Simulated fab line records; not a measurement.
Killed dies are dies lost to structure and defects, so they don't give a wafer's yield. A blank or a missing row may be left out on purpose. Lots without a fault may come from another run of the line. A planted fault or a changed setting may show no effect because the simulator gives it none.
What tool caused it? ; flow sky130 ; Sampling: 14 lots, 40 wafers, 5 of 708 route steps

WHAT THE GAUGES SHOWED, per wafer
SKY_GATE_OXIDE_THK_MEAS_02. Usual: GATE_OXIDE_OXIDATION_00_THK typically reads 10.33 nm, with standard deviation 0.25.
lot;measured;on;GATE_OXIDE_OXIDATION_00_THK (nm);flag
L969;day 13 11:19;filmMetro-02;10.56 10.32 10.47;
L971;day 13 15:47;filmMetro-03;10.33 10.43 10.42;
L975;day 14 21:34;filmMetro-02;10.52 10.71;
L976;day 15 06:01;filmMetro-03;10.66 10.83;
L977;day 15 11:37;filmMetro-02;10.55 10.37 10.46;
L980;day 16 13:36;filmMetro-03;10.03 9.82 10.13;
L983;day 17 16:25;filmMetro-02;10.58 10.48 10.49;
L984;day 18 02:30;filmMetro-03;10.28 10.34 10.23;
L986;day 18 15:03;filmMetro-02;10.39 10.21 10.33;
L988;day 19 04:38;filmMetro-03;10.35 10.25 10.57;
L989;day 19 13:56;filmMetro-03;10.37 10.53 10.20;
L990;day 20 02:09;filmMetro-03;10.05 10.06 10.13;
L992;day 20 08:46;filmMetro-03;10.05 10.26 10.33;
L991;day 20 10:11;filmMetro-02;9.94 9.78 10.05;

SKY_POLY_GATE_THK_MEAS_04. Usual: POLY_GATE_CVD_03_THK typically reads 75.1 nm, with standard deviation 0.63.
lot;measured;on;POLY_GATE_CVD_03_THK (nm);flag
L969;day 15 22:29;filmMetro-01;75.2 75.4 76.1;
L971;day 16 04:56;filmMetro-03;75.8 75.3 75.1;
L975;day 17 19:08;filmMetro-03;75.3 75.8;
L976;day 18 04:50;filmMetro-03;74.8 74.2;
L977;day 18 04:48;filmMetro-01;74.3 74.5 74.4;
L980;day 19 06:50;filmMetro-03;75.0 75.5 75.8;
L983;day 20 11:26;filmMetro-01;74.5 74.5 74.0;
L984;day 20 23:05;filmMetro-01;76.5 76.8 76.4;
L986;day 21 10:53;filmMetro-01;75.2 74.9 74.7;
L988;day 21 22:28;filmMetro-01;74.7 74.3 74.0;
L989;day 22 08:26;filmMetro-03;75.9 76.2 75.5;
L990;day 22 20:37;filmMetro-03;75.7 75.6 75.6;
L992;day 23 02:35;filmMetro-03;75.2 75.7 75.5;
L991;day 23 05:16;filmMetro-01;76.3 75.1 75.3;

SKY_LDD_N_OVL_MEAS_07. Usual: LDD_N_OVL typically reads 1.1 nm, with standard deviation 1.3.
lot;measured;on;LDD_N_OVL (nm);flag
L969;day 18 12:45;overlay-01;-0.5 -0.6 -0.8;
L971;day 18 18:16;overlay-01;2.1 1.0 2.0;
L975;day 20 13:11;overlay-02;3.3 2.3;
L976;day 20 22:00;overlay-01;-1.2 2.2;
L977;day 20 21:10;overlay-02;1.3 0.4 0.7;
L980;day 21 22:36;overlay-02;1.5 3.1 2.2;
L983;day 23 02:04;overlay-02;0.4 -0.1 -1.3;
L984;day 23 14:12;overlay-01;-0.6 0.0 -1.2;
L986;day 24 02:12;overlay-02;0.7 3.4 2.0;
L988;day 24 12:17;overlay-01;-2.0 -0.9 0.6;
L989;day 24 22:16;overlay-01;0.4 2.3 1.8;
L990;day 25 11:17;overlay-02;1.0 2.9 2.1;
L992;day 25 15:59;overlay-02;2.8 1.4 2.1;
L991;day 25 18:59;overlay-01;-0.6 -1.3 -1.2;

WHAT TOOL EACH LOT RAN ON (gives the tool, then ch and the chambers of the sampled wafers, and finally the start)
lot;SKY_POLY_GATE_ETCH_17;SKY_POLY_GATE_STRIP_18
L969;rieSi-02 ch 0,1,3, day 17 02:11;plasmaAsher-02 ch 0,1, day 17 02:16
L971;rieSi-01 ch 0,2,3, day 17 08:27;plasmaAsher-03 ch 0,1, day 17 08:32
L975;rieSi-01 ch 2,3, day 19 02:11;plasmaAsher-03 ch 1, day 19 02:14
L976;rieSi-01 ch 2,3, day 19 12:44;plasmaAsher-01 ch 0,1, day 19 12:47
L977;rieSi-02 ch 0,1, day 19 12:05;plasmaAsher-02 ch 0,1, day 19 12:08
L980;rieSi-02 ch 0,3, day 20 14:21;plasmaAsher-02 ch 1, day 20 14:24
L983;rieSi-02 ch 0,1,2, day 21 18:18;plasmaAsher-03 ch 0,1, day 21 18:21
L984;rieSi-02 ch 1,3, day 22 06:04;plasmaAsher-02 ch 0, day 22 06:08
L986;rieSi-01 ch 0,2,3, day 22 18:06;plasmaAsher-02 ch 0,1, day 22 18:09
L988;rieSi-01 ch 0,2,3, day 23 05:46;plasmaAsher-01 ch 0,1, day 23 05:50
L989;rieSi-02 ch 0,1,3, day 23 14:58;plasmaAsher-03 ch 1, day 23 15:02
L990;rieSi-01 ch 1,3, day 24 03:24;plasmaAsher-01 ch 0,1, day 24 03:27
L992;rieSi-02 ch 0,1,3, day 24 08:28;plasmaAsher-01 ch 0,1, day 24 08:32
L991;rieSi-01 ch 0,1,2, day 24 11:58;plasmaAsher-01 ch 0,1, day 24 12:02
- SKY_POLY_GATE_ETCH_17: etches poly-Si in HBr/Cl2, stops on SiO2, target depth 180 nm, time 70.5 s.
- SKY_POLY_GATE_STRIP_18: strips in O2/N2.

AS READ BY THE TOOLS THEMSELVES (means over the sampled wafers that have a number; for cases with no such wafer, the mark the record gives instead)
SKY_POLY_GATE_ETCH_17. Usual: drypumpMotorCurrentA 5.8 A, standard deviation 0.48; oesProductAu 0.986 a.u., standard deviation 0.0071; throttleValvePct 33.684 %, standard deviation 0.0084.
lot;tool;drypumpMotorCurrentA (A);oesProductAu (a.u.);throttleValvePct (%);flag
L969;rieSi-02;5.5;0.982;33.687;
L971;rieSi-01;5.8;0.986;33.687;
L975;rieSi-01;6.0;0.919;33.678;OFF
L976;rieSi-01;6.0;0.921;33.691;OFF
L977;rieSi-02;5.9;0.986;33.679;
L980;rieSi-02;5.6;0.990;33.687;
L983;rieSi-02;6.0;0.992;33.682;
L984;rieSi-02;5.1;0.990;33.687;
L986;rieSi-01;5.8;0.982;33.685;
L988;rieSi-01;5.8;0.983;33.692;
L989;rieSi-02;5.5;0.988;33.686;
L990;rieSi-01;6.2;0.990;33.678;
L992;rieSi-02;5.5;0.974;33.689;
L991;rieSi-01;5.8;0.994;33.686;

SKY_POLY_GATE_STRIP_18. Usual: drypumpMotorCurrentA 5.88 A, standard deviation 0.25; n2FlowSccm 299.7 sccm, standard deviation 0.91; oesProductAu 0.361 a.u., standard deviation 0.0045; stripTimeToEndpointS 3.170 s, standard deviation 0.03.
lot;tool;drypumpMotorCurrentA (A);n2FlowSccm (sccm);oesProductAu (a.u.);stripTimeToEndpointS (s);flag
L969;plasmaAsher-02;5.82;299.9;0.358;3.162;
L971;plasmaAsher-03;5.57;300.1;0.364;3.155;
L975;plasmaAsher-03;5.33;299.7;0.363;3.260;
L976;plasmaAsher-01;6.07;301.4;0.366;3.306;OFF
L977;plasmaAsher-02;5.78;300.1;0.358;3.187;
L980;plasmaAsher-02;5.76;299.3;0.357;3.127;
L983;plasmaAsher-03;5.57;299.3;0.362;3.177;
L984;plasmaAsher-02;5.84;300.0;0.360;3.199;
L986;plasmaAsher-02;5.78;300.9;0.360;3.181;
L988;plasmaAsher-01;6.00;299.0;0.363;3.177;
L989;plasmaAsher-03;5.31;298.9;0.357;3.150;
L990;plasmaAsher-01;6.11;299.2;0.365;3.162;
L992;plasmaAsher-01;6.02;299.3;0.357;3.180;
L991;plasmaAsher-01;6.11;299.6;0.364;3.146;

THE ANSWER, worked out from the rows above alone
Rule: a lot counts as off when the mean over its wafers that have a number is more than 3 standard deviations away from the usual mean. Also off: a lot with no number at a reading for which 4 or more lots have one. All remaining lots with rows at the step are treated as sound. First the gauges in route order, then the tools' own readings, where a lot's mean is used as printed above. At the first step where some lot is off, the reading lying furthest off is the one used; lots without a number count as furthest.
Off: L975, L976, at SKY_POLY_GATE_ETCH_17 (oesProductAu).
If a tool, at that step or one of the process steps before it, ran each lot that is off and ran no sound lot following the first of them, it fits. None of those tried fits.

WHAT WAS PUT IN BY THE SIMULATOR
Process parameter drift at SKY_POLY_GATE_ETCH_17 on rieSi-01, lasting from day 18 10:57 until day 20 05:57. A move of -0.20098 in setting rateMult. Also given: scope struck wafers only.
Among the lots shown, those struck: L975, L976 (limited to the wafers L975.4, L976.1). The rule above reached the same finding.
